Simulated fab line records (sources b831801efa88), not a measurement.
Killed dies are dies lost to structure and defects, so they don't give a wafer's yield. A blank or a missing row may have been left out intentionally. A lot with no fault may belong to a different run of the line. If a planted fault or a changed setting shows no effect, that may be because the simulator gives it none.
Struck lot and sound lot, side by side / flow sky130 / 44 out of 708 route steps
Sound: wafers L379.1, L379.3, L379.4. Struck: wafers L368.1, L368.3, L368.6. Last of all comes the cause.
Order at every step that has rows: each side's tool, ch and its chambers, its first start. Under that, the readings that differ: sound wafers / struck wafers / difference of the means / sigmas: that difference in standard deviations of wafers without a fault.
alike: same words and numbers on both sides, and readings whose means sit less than 2 such deviations apart. not compared: any withheld reading, any reading some wafer has no value for, any bound like >300 that may hide the same value, and any number with overlapping values for which the record gives no deviation.
The two part at a step that has a row with sigmas, a row that says differs or no value, or rows on one side only. Non-overlapping numbers with no deviation appear without sigmas and do not part them. Lack of a reading on every wafer of one side parts them only where that side has two or more wafers.

first, 3 steps without rows for these wafers: SKY_FIELD_ISO_CLEAN_20 (cleans in dHF, time 20 s); SKY_FIELD_ISO_WET_ETCH_21 (etches SiO2 in dHF, target depth 20 nm, time 400 s); SKY_FIELD_ISO_OXIDATION_22 (stabilise 600 s, purge 300 s, target thk 10 nm).
SKY_FIELD_ISO_THK_MEAS_23:
  sound on film-metro-01 at day 6 16:16; struck on film-metro-02 at day 4 06:32
  alike: FIELD_ISO_OXIDATION_01_THK
then, 1 step without rows for these wafers: SKY_FIELD_ISO_CVD_24 (deposits SiO2, target thk 595 nm, time 99.2 s).
SKY_FIELD_ISO_THK_MEAS_25:
  sound on film-metro-02 at day 6 16:23; struck on film-metro-03 at day 4 06:40
  alike: FIELD_ISO_CVD_24_THK
then, 1 step without rows for these wafers: SKY_FIELD_ISO_ANNEAL_26 (time 1800 s).
SKY_FIELD_ISO_CMP_27: polishes, stops on Si3N4, t overpolish 16 s, target thk 457.8 nm.
  sound on cmp-02 ch 0,1,3, day 6 19:17; struck on cmp-01 ch 0,2,3, day 4 08:14
  alike: head-pressure-psi, motor-current-A, overpolish-run-s, retaining-ring-pressure-frac, slurry-filter-dp-kPa, time-to-endpoint-s
then, 4 steps without rows for these wafers: SKY_FIELD_ISO_WET_ETCH_28 (etches SiO2 in dHF, target depth 23.7 nm, time 47 s); SKY_FIELD_ISO_WET_ETCH_29 (etches Si3N4 in H3PO4, target depth 160 nm, time 1825 s); SKY_FIELD_ISO_WET_ETCH_30 (etches SiO2 in dHF, target depth 25 nm, time 50 s); SKY_NWELL_CLEAN_00 (cleans in SC1/SC2, time 150 s).
SKY_NWELL_OXIDATION_01: stabilise 600 s, purge 300 s, target thk 10 nm.
  sound on furnace-02 ch 0, day 6 21:07; struck on furnace-01 ch 0, day 4 09:08
reading=spike-tc-bottom-C (C); sound=916.6 917.6 916.5; struck=936.3 937.9 937.7; difference=+20.4; sigmas=+22
reading=spike-tc-centre-C (C); sound=900.1 899.6 899.4; struck=920.5 921.2 920.4; difference=+21.0; sigmas=+21
reading=spike-tc-lower-C (C); sound=899.5 899.6 901.4; struck=921.1 923.1 921.8; difference=+21.8; sigmas=+23
reading=spike-tc-top-C (C); sound=902 904 903; struck=940 942 941; difference=+38; sigmas=+4
reading=spike-tc-upper-C (C); sound=900.9 901.2 901.3; struck=920.2 920.6 920.2; difference=+19.2; sigmas=+19
reading=tube-center-temp-C (C); sound=900.12 899.89 900.01; struck=920.47 920.57 920.64; difference=+20.55; sigmas=+99 or more
reading=tube_center_temp_C_max; sound=902.4 901.7 902.9; struck=922.5 922.9 923.7; difference=+20.7; sigmas=+52
reading=model.SiO2_of_NWELL_OXIDATION_01.thk-nm (nm); sound=10.1 10.09 10.14; struck=12.28 12.1 12.31; difference=+2.12; sigmas=
  alike: zone-power-centre-pct, zone-power-upper-pct
SKY_NWELL_THK_MEAS_02:
  sound on film-metro-01 at day 6 22:30; struck on film-metro-01 at day 4 10:32
reading=NWELL_OXIDATION_THK (nm); sound=10.05 10.09 10.16; struck=12.26 12.11 12.35; difference=+2.14; sigmas=+14
then, 8 steps without rows for these wafers: SKY_DNWELL_DEHYDRATE_00 (time 60 s); SKY_DNWELL_HMDS_01 (prime time 60 s); SKY_DNWELL_COAT_02 (resist thk 3000 nm); SKY_DNWELL_SOFTBAKE_03; SKY_DNWELL_EXPOSE_04 (exposes mask DNM, target cd 3000 nm); SKY_DNWELL_PEB_05; SKY_DNWELL_DEVELOP_06 (develop time 60 s); SKY_DNWELL_IMPLANT_07.
SKY_DNWELL_STRIP_08: strips in O2/N2.
  sound on plasma-asher-04 ch 0,1, day 7 18:26; struck on plasma-asher-04 ch 1, day 5 04:35
reading=strip-time-to-endpoint-s (s); sound=36.87 36.89 36.81; struck=37.08 37.07 37.04; difference=+0.21; sigmas=+2
  alike: drypump-motor-current-A, oes-product-au
  not compared: rf-hours-counter-h
SKY_DNWELL_TW_MEAS_09:
  sound on film-metro-04 at day 7 18:32; struck on film-metro-01 at day 5 04:41
  alike: DNWELL_TW
then, 7 steps without rows for these wafers: SKY_PWDE_DEHYDRATE_00 (time 60 s); SKY_PWDE_HMDS_01 (prime time 60 s); SKY_PWDE_COAT_02 (resist thk 3000 nm); SKY_PWDE_SOFTBAKE_03; SKY_PWDE_EXPOSE_04 (exposes mask PWDEM, target cd 840 nm); SKY_PWDE_PEB_05; SKY_PWDE_DEVELOP_06 (develop time 60 s).
SKY_PWDE_OVL_MEAS_07:
  sound on overlay-01 at day 8 15:17; struck on overlay-02 at day 5 22:50
  alike: PWDE_OVL
following that, these wafers have no rows for 1 step: SKY_PWDE_IMPLANT_08.
SKY_PWDE_STRIP_09: strips in O2/N2.
  sound on plasma-asher-01 ch 0,1, day 8 15:28; struck on plasma-asher-04 ch 0,1, day 5 23:02
reading=drypump-motor-current-A (A); sound=5.0 5.9 5.0; struck=6.1 6.2 6.2; difference=+0.9; sigmas=+2
  alike: oes-product-au, strip-time-to-endpoint-s
  not compared: rf-hours-counter-h
SKY_PWDE_TW_MEAS_10:
  sound on film-metro-02 at day 8 15:34; struck on film-metro-02 at day 5 23:08
  alike: PWDE_TW
then, 7 steps without rows for these wafers: SKY_NWELL_DEHYDRATE_03 (time 60 s); SKY_NWELL_HMDS_04 (prime time 60 s); SKY_NWELL_COAT_05 (resist thk 3000 nm); SKY_NWELL_SOFTBAKE_06; SKY_NWELL_EXPOSE_07 (exposes mask NWM, target cd 840 nm); SKY_NWELL_PEB_08; SKY_NWELL_DEVELOP_09 (develop time 60 s).
-- the record jumps here: 10 days lie between the struck wafers' starts before and after (it left off in module NWELL and takes up again in module SONOS_ONO, whose first step shown is number 183 of the route) --
SKY_SONOS_ONO_ETCH_15: etches the open film in CHF3/O2, target depth 19.52 nm, time 7.8 s.
  sound on rie-diel-01 ch 0,1,2, day 19 15:41; struck on rie-diel-01 ch 1,2,3, day 15 15:18
reading=model.SiO2_of_NWELL_OXIDATION_01.thk-nm (nm); sound=5.575 5.57 5.551; struck=7.725 7.518 7.774; difference=+2.107; sigmas=
  alike: drypump-motor-current-A, oes-product-au, throttle-valve-pct
  not compared: rf-hours-counter-h
-- the record jumps here: 33 days lie between the struck wafers' starts before and after (it left off in module SONOS_ONO and takes up again in module PAD_OPEN, whose first step shown is number 708 of the route) --
SKY_PAD_OPEN_PROBE_99:
  sound on prober-01 at day 50 11:39; struck on prober-01 at day 48 03:22
reading=model.etest.pfet_01v8_mvt.off-log10-a-um; sound=-10.29 -10.22 -10.27; struck=-11.46 -11.38 -11.45; difference=-1.17; sigmas=
reading=model.etest.pfet-g5v0d10v5.off-log10-a-um; sound=-12.43 -12.53 -12.39; struck=-12.68 -12.65 -12.86; difference=-0.28; sigmas=
reading=model.etest.pfet_01v8_mvt.vt-sat-v (V); sound=-0.5332 -0.542 -0.5253; struck=-0.6256 -0.6126 -0.6132; difference=-0.0836; sigmas=
reading=model.etest.pfet_01v8_mvt.vt-v (V); sound=-0.6196 -0.6284 -0.6163; struck=-0.7063 -0.6935 -0.6935; difference=-0.0763; sigmas=
reading=model.etest.pfet_01v8_mvt.vt-long-v (V); sound=-0.8271 -0.8322 -0.8284; struck=-0.9044 -0.8961 -0.8992; difference=-0.0707; sigmas=
reading=model.etest.pfet_16v.vt-v (V); sound=-1.095 -1.099 -1.093; struck=-1.128 -1.119 -1.115; difference=-0.025; sigmas=
reading=model.etest.pfet-g5v0d10v5.vt-long-v (V); sound=-0.9285 -0.9353 -0.926; struck=-0.9592 -0.9465 -0.9452; difference=-0.0204; sigmas=
  alike: killed_at_M0_to_M3, killed_at_M4_up, killed-at-contacts, killed-at-front-end, killed-at-other, killed-dies, killed-open, killed-short

== WHERE THEY PART ==
Last at SKY_PWDE_STRIP_09 as far as this record goes, first at SKY_NWELL_OXIDATION_01. Later steps at which nothing parts them and some readings are alike: SKY_PWDE_TW_MEAS_10, SKY_SONOS_ONO_ETCH_15, SKY_PAD_OPEN_PROBE_99.

WHY: whatever the simulator had introduced
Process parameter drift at SKY_NWELL_OXIDATION_01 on furnace-01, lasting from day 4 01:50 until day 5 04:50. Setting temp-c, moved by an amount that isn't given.
